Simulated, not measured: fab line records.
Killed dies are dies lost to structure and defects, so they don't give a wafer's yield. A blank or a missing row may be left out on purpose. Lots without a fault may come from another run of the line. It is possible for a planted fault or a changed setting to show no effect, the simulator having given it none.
Which tool was responsible? :: flow sky130 :: Sampling: 24 lots, 72 wafers, 3 of 708 route steps

WHAT THE GAUGES READ, wafer by wafer
SKY_METAL2_OVL_MEAS_16. Usual: METAL2_OVL gives -1 nm (standard deviation 4.8).
lot: L074
measured: day 34 19:24
on: overlay-01
METAL2_OVL (nm): 9 -4 1
flag: 

lot: L075
measured: day 35 06:16
on: overlay-02
METAL2_OVL (nm): 0 7 -2
flag: 

lot: L076
measured: day 35 12:20
on: overlay-02
METAL2_OVL (nm): 0 5 3
flag: 

lot: L077
measured: day 35 19:01
on: overlay-01
METAL2_OVL (nm): -4 -1 -11
flag: 

lot: L078
measured: day 36 01:53
on: overlay-01
METAL2_OVL (nm): -6 -8 -5
flag: 

lot: L079
measured: day 37 20:28
on: overlay-01
METAL2_OVL (nm): 4 -1 6
flag: 

lot: L080
measured: day 37 21:32
on: overlay-01
METAL2_OVL (nm): 3 3 -1
flag: 

lot: L081
measured: day 37 22:08
on: overlay-01
METAL2_OVL (nm): 1 8 -5
flag: 

lot: L082
measured: day 38 00:25
on: overlay-02
METAL2_OVL (nm): 4 -2 0
flag: 

lot: L084
measured: day 38 02:35
on: overlay-01
METAL2_OVL (nm): -1 6 2
flag: 

lot: L083
measured: day 38 08:17
on: overlay-01
METAL2_OVL (nm): -8 -1 -8
flag: 

lot: L086
measured: day 38 20:22
on: overlay-01
METAL2_OVL (nm): -6 -12 0
flag: 

lot: L085
measured: day 39 03:06
on: overlay-01
METAL2_OVL (nm): 3 0 0
flag: 

lot: L087
measured: day 39 03:57
on: overlay-02
METAL2_OVL (nm): -1 2 -11
flag: 

lot: L088
measured: day 39 20:53
on: overlay-02
METAL2_OVL (nm): -3 0 -4
flag: 

lot: L089
measured: day 40 17:02
on: overlay-01
METAL2_OVL (nm): -4 4 -2
flag: 

lot: L092
measured: day 41 04:41
on: overlay-02
METAL2_OVL (nm): 3 11 -3
flag: 

lot: L091
measured: day 41 05:41
on: overlay-02
METAL2_OVL (nm): 0 4 2
flag: 

lot: L090
measured: day 41 05:58
on: overlay-02
METAL2_OVL (nm): -2 -2 -8
flag: 

lot: L093
measured: day 41 15:39
on: overlay-02
METAL2_OVL (nm): -3 7 -7
flag: 

lot: L094
measured: day 41 20:25
on: overlay-01
METAL2_OVL (nm): 3 4 3
flag: 

lot: L095
measured: day 42 04:47
on: overlay-02
METAL2_OVL (nm): -2 -6 -2
flag: 

lot: L096
measured: day 42 05:08
on: overlay-02
METAL2_OVL (nm): -3 -1 0
flag: 

lot: L097
measured: day 42 23:43
on: overlay-01
METAL2_OVL (nm): -3 3 5
flag: 

EACH LOT AND THE TOOL THAT RAN IT (in order: tool; ch and the chambers of the sampled wafers; start)
lot: L074
SKY_CONTACT_ETCH_16: rieDiel-01 ch 0,1,2, day 31 06:35
SKY_VIA1_ETCH_14: rieDiel-02 ch 0,2,3, day 33 14:45

lot: L075
SKY_CONTACT_ETCH_16: rieDiel-04 ch 0,2,3, day 31 18:20
SKY_VIA1_ETCH_14: rieDiel-01 ch 0,1,2, day 34 02:40

lot: L076
SKY_CONTACT_ETCH_16: rieDiel-01 ch 0,1, day 32 00:34
SKY_VIA1_ETCH_14: rieDiel-02 ch 0,3, day 34 08:42

lot: L077
SKY_CONTACT_ETCH_16: rieDiel-04 ch 2,3, day 32 05:22
SKY_VIA1_ETCH_14: rieDiel-03 ch 0,1,3, day 34 15:11

lot: L078
SKY_CONTACT_ETCH_16: rieDiel-04 ch 1,2,3, day 32 12:49
SKY_VIA1_ETCH_14: rieDiel-03 ch 0,1,2, day 34 21:30

lot: L079
SKY_CONTACT_ETCH_16: rieDiel-04 ch 0,1,3, day 34 08:52
SKY_VIA1_ETCH_14: rieDiel-03 ch 1,2, day 36 17:19

lot: L080
SKY_CONTACT_ETCH_16: rieDiel-02 ch 0,1,2, day 34 10:47
SKY_VIA1_ETCH_14: rieDiel-01 ch 0,1,3, day 36 17:59

lot: L081
SKY_CONTACT_ETCH_16: rieDiel-04 ch 1,2,3, day 34 11:40
SKY_VIA1_ETCH_14: rieDiel-03 ch 0,1,2, day 36 19:05

lot: L082
SKY_CONTACT_ETCH_16: rieDiel-01 ch 1,2,3, day 34 14:07
SKY_VIA1_ETCH_14: rieDiel-01 ch 1,2, day 36 21:28

lot: L084
SKY_CONTACT_ETCH_16: rieDiel-01 ch 2,3, day 34 17:35
SKY_VIA1_ETCH_14: rieDiel-03 ch 1,3, day 36 23:38

lot: L083
SKY_CONTACT_ETCH_16: rieDiel-04 ch 0,2, day 34 21:13
SKY_VIA1_ETCH_14: rieDiel-03 ch 0,3, day 37 04:50

lot: L086
SKY_CONTACT_ETCH_16: rieDiel-01 ch 2,3, day 35 09:43
SKY_VIA1_ETCH_14: rieDiel-03 ch 0,1,2, day 37 16:47

lot: L085
SKY_CONTACT_ETCH_16: rieDiel-02 ch 0,2,3, day 35 17:02
SKY_VIA1_ETCH_14: rieDiel-03 ch 0,1, day 37 23:24

lot: L087
SKY_CONTACT_ETCH_16: rieDiel-01 ch 1,2, day 35 18:52
SKY_VIA1_ETCH_14: rieDiel-02 ch 0,2,3, day 38 01:27

lot: L088
SKY_CONTACT_ETCH_16: rieDiel-01 ch 1,3, day 36 11:37
SKY_VIA1_ETCH_14: rieDiel-02 ch 1,2,3, day 38 17:54

lot: L089
SKY_CONTACT_ETCH_16: rieDiel-01 ch 0,1,3, day 37 10:04
SKY_VIA1_ETCH_14: rieDiel-03 ch 1,2, day 39 15:46

lot: L092
SKY_CONTACT_ETCH_16: rieDiel-04 ch 0,1,2, day 37 21:56
SKY_VIA1_ETCH_14: rieDiel-02 ch 0,1,3, day 40 03:12

lot: L091
SKY_CONTACT_ETCH_16: rieDiel-02 ch 1,2,3, day 37 23:04
SKY_VIA1_ETCH_14: rieDiel-01 ch 0,2,3, day 40 03:51

lot: L090
SKY_CONTACT_ETCH_16: rieDiel-04 ch 2,3, day 37 23:17
SKY_VIA1_ETCH_14: rieDiel-03 ch 0,1, day 40 04:12

lot: L093
SKY_CONTACT_ETCH_16: rieDiel-04 ch 1,2,3, day 38 10:13
SKY_VIA1_ETCH_14: rieDiel-03 ch 0,1,3, day 40 15:29

lot: L094
SKY_CONTACT_ETCH_16: rieDiel-01 ch 0,1, day 38 15:10
SKY_VIA1_ETCH_14: rieDiel-01 ch 0,1,2, day 40 18:49

lot: L095
SKY_CONTACT_ETCH_16: rieDiel-01 ch 0,1,2, day 38 23:22
SKY_VIA1_ETCH_14: rieDiel-01 ch 0,3, day 41 03:40

lot: L096
SKY_CONTACT_ETCH_16: rieDiel-02 ch 0,1,3, day 38 23:47
SKY_VIA1_ETCH_14: rieDiel-03 ch 0,2, day 41 04:01

lot: L097
SKY_CONTACT_ETCH_16: rieDiel-01 ch 0,2,3, day 39 19:32
SKY_VIA1_ETCH_14: rieDiel-03 ch 1,2,3, day 41 23:22
- SKY_CONTACT_ETCH_16: etches BARC in N2/H2, stops on SiO2, time 45.9 s, target depth 60 nm.
- SKY_VIA1_ETCH_14: etches BARC in N2/H2, stops on SiO2, time 45.08 s, target depth 60 nm.

WHAT THE TOOLS THEMSELVES READ (means of the sampled wafers that have a number; where no wafer has one, the mark that the record gives instead)
SKY_CONTACT_ETCH_16. Usual: drypumpMotorCurrentA 5.4 A, standard deviation 0.36; oesProductAu 0.854 a.u., standard deviation 0.0043; throttleValvePct 13.226 %, standard deviation 0.0095.
lot: L074
tool: rieDiel-01
drypumpMotorCurrentA (A): 5.6
oesProductAu (a.u.): 0.852
throttleValvePct (%): 13.226
flag: 

lot: L075
tool: rieDiel-04
drypumpMotorCurrentA (A): 5.2
oesProductAu (a.u.): 0.854
throttleValvePct (%): 13.227
flag: 

lot: L076
tool: rieDiel-01
drypumpMotorCurrentA (A): 5.4
oesProductAu (a.u.): 0.857
throttleValvePct (%): 13.224
flag: 

lot: L077
tool: rieDiel-04
drypumpMotorCurrentA (A): 5.6
oesProductAu (a.u.): 0.857
throttleValvePct (%): 13.223
flag: 

lot: L078
tool: rieDiel-04
drypumpMotorCurrentA (A): 5.4
oesProductAu (a.u.): 0.857
throttleValvePct (%): 13.234
flag: 

lot: L079
tool: rieDiel-04
drypumpMotorCurrentA (A): 5.4
oesProductAu (a.u.): 0.849
throttleValvePct (%): 13.227
flag: 

lot: L080
tool: rieDiel-02
drypumpMotorCurrentA (A): 5.5
oesProductAu (a.u.): 0.855
throttleValvePct (%): 13.229
flag: 

lot: L081
tool: rieDiel-04
drypumpMotorCurrentA (A): 5.5
oesProductAu (a.u.): 0.855
throttleValvePct (%): 13.221
flag: 

lot: L082
tool: rieDiel-01
drypumpMotorCurrentA (A): 5.5
oesProductAu (a.u.): 0.856
throttleValvePct (%): 13.223
flag: 

lot: L084
tool: rieDiel-01
drypumpMotorCurrentA (A): 5.3
oesProductAu (a.u.): 0.853
throttleValvePct (%): 13.217
flag: 

lot: L083
tool: rieDiel-04
drypumpMotorCurrentA (A): 4.9
oesProductAu (a.u.): 0.848
throttleValvePct (%): 13.231
flag: 

lot: L086
tool: rieDiel-01
drypumpMotorCurrentA (A): 5.3
oesProductAu (a.u.): 0.854
throttleValvePct (%): 13.239
flag: 

lot: L085
tool: rieDiel-02
drypumpMotorCurrentA (A): 5.4
oesProductAu (a.u.): 0.857
throttleValvePct (%): 13.224
flag: 

lot: L087
tool: rieDiel-01
drypumpMotorCurrentA (A): 5.8
oesProductAu (a.u.): 0.852
throttleValvePct (%): 13.230
flag: 

lot: L088
tool: rieDiel-01
drypumpMotorCurrentA (A): 5.2
oesProductAu (a.u.): 0.855
throttleValvePct (%): 13.223
flag: 

lot: L089
tool: rieDiel-01
drypumpMotorCurrentA (A): 5.3
oesProductAu (a.u.): 0.851
throttleValvePct (%): 13.226
flag: 

lot: L092
tool: rieDiel-04
drypumpMotorCurrentA (A): 5.1
oesProductAu (a.u.): 0.852
throttleValvePct (%): 13.231
flag: 

lot: L091
tool: rieDiel-02
drypumpMotorCurrentA (A): 5.5
oesProductAu (a.u.): 0.854
throttleValvePct (%): 13.221
flag: 

lot: L090
tool: rieDiel-04
drypumpMotorCurrentA (A): 5.6
oesProductAu (a.u.): 0.856
throttleValvePct (%): 13.218
flag: 

lot: L093
tool: rieDiel-04
drypumpMotorCurrentA (A): 5.5
oesProductAu (a.u.): 0.858
throttleValvePct (%): 13.223
flag: 

lot: L094
tool: rieDiel-01
drypumpMotorCurrentA (A): 5.4
oesProductAu (a.u.): 0.858
throttleValvePct (%): 13.225
flag: 

lot: L095
tool: rieDiel-01
drypumpMotorCurrentA (A): 5.6
oesProductAu (a.u.): 0.854
throttleValvePct (%): 13.219
flag: 

lot: L096
tool: rieDiel-02
drypumpMotorCurrentA (A): 5.5
oesProductAu (a.u.): 0.854
throttleValvePct (%): 13.223
flag: 

lot: L097
tool: rieDiel-01
drypumpMotorCurrentA (A): 5.4
oesProductAu (a.u.): 0.861
throttleValvePct (%): 13.234
flag: 

SKY_VIA1_ETCH_14. Usual: drypumpMotorCurrentA 5.5 A, standard deviation 0.45; oesProductAu 0.863 a.u., standard deviation 0.0042; throttleValvePct 13.225 %, standard deviation 0.01.
lot: L074
tool: rieDiel-02
drypumpMotorCurrentA (A): 5.4
oesProductAu (a.u.): 0.865
throttleValvePct (%): 13.225
flag: 

lot: L075
tool: rieDiel-01
drypumpMotorCurrentA (A): 5.6
oesProductAu (a.u.): 0.866
throttleValvePct (%): 13.226
flag: 

lot: L076
tool: rieDiel-02
drypumpMotorCurrentA (A): 5.5
oesProductAu (a.u.): 0.860
throttleValvePct (%): 13.214
flag: 

lot: L077
tool: rieDiel-03
drypumpMotorCurrentA (A): 5.5
oesProductAu (a.u.): 0.863
throttleValvePct (%): 13.227
flag: 

lot: L078
tool: rieDiel-03
drypumpMotorCurrentA (A): 5.4
oesProductAu (a.u.): 0.861
throttleValvePct (%): 13.228
flag: 

lot: L079
tool: rieDiel-03
drypumpMotorCurrentA (A): 4.9
oesProductAu (a.u.): 0.863
throttleValvePct (%): 13.222
flag: 

lot: L080
tool: rieDiel-01
drypumpMotorCurrentA (A): 5.3
oesProductAu (a.u.): 0.863
throttleValvePct (%): 13.229
flag: 

lot: L081
tool: rieDiel-03
drypumpMotorCurrentA (A): 5.4
oesProductAu (a.u.): 0.864
throttleValvePct (%): 13.223
flag: 

lot: L082
tool: rieDiel-01
drypumpMotorCurrentA (A): 5.8
oesProductAu (a.u.): 0.862
throttleValvePct (%): 13.235
flag: 

lot: L084
tool: rieDiel-03
drypumpMotorCurrentA (A): 5.0
oesProductAu (a.u.): 0.868
throttleValvePct (%): 13.229
flag: 

lot: L083
tool: rieDiel-03
drypumpMotorCurrentA (A): 6.0
oesProductAu (a.u.): 0.864
throttleValvePct (%): 13.227
flag: 

lot: L086
tool: rieDiel-03
drypumpMotorCurrentA (A): 5.4
oesProductAu (a.u.): 0.865
throttleValvePct (%): 13.216
flag: 

lot: L085
tool: rieDiel-03
drypumpMotorCurrentA (A): 5.6
oesProductAu (a.u.): 0.864
throttleValvePct (%): 13.226
flag: 

lot: L087
tool: rieDiel-02
drypumpMotorCurrentA (A): 5.4
oesProductAu (a.u.): 0.863
throttleValvePct (%): 13.234
flag: 

lot: L088
tool: rieDiel-02
drypumpMotorCurrentA (A): 5.5
oesProductAu (a.u.): 0.861
throttleValvePct (%): 13.219
flag: 

lot: L089
tool: rieDiel-03
drypumpMotorCurrentA (A): 4.9
oesProductAu (a.u.): 0.863
throttleValvePct (%): 13.215
flag: 

lot: L092
tool: rieDiel-02
drypumpMotorCurrentA (A): 5.5
oesProductAu (a.u.): 0.866
throttleValvePct (%): 13.222
flag: 

lot: L091
tool: rieDiel-01
drypumpMotorCurrentA (A): 5.4
oesProductAu (a.u.): 0.863
throttleValvePct (%): 13.219
flag: 

lot: L090
tool: rieDiel-03
drypumpMotorCurrentA (A): 5.6
oesProductAu (a.u.): 0.865
throttleValvePct (%): 13.220
flag: 

lot: L093
tool: rieDiel-03
drypumpMotorCurrentA (A): 5.5
oesProductAu (a.u.): 0.864
throttleValvePct (%): 13.222
flag: 

lot: L094
tool: rieDiel-01
drypumpMotorCurrentA (A): 5.5
oesProductAu (a.u.): 0.859
throttleValvePct (%): 13.231
flag: 

lot: L095
tool: rieDiel-01
drypumpMotorCurrentA (A): 5.1
oesProductAu (a.u.): 0.864
throttleValvePct (%): 13.233
flag: 

lot: L096
tool: rieDiel-03
drypumpMotorCurrentA (A): 5.9
oesProductAu (a.u.): 0.863
throttleValvePct (%): 13.222
flag: 

lot: L097
tool: rieDiel-03
drypumpMotorCurrentA (A): 5.3
oesProductAu (a.u.): 0.866
throttleValvePct (%): 13.237
flag: 

THE ANSWER, worked out from the rows above alone
Rule: take the mean of a lot's wafers that have a number; if it is more than 3 standard deviations from the usual mean, the lot is off. A lot without any number at a reading at which 4 lots or more have one is off too. Any other lot the step has rows for is counted as sound. Order of review: gauges by route order, followed by the tools' own readings, for which a lot's mean as printed above is used. The first step at which some lot is off is used, and at that step the reading that is off furthest; a lot without a number counts as furthest.
Across all readings shown, no lot is off: no conclusion can be drawn from this.

WHAT THE SIMULATOR HAD PUT IN
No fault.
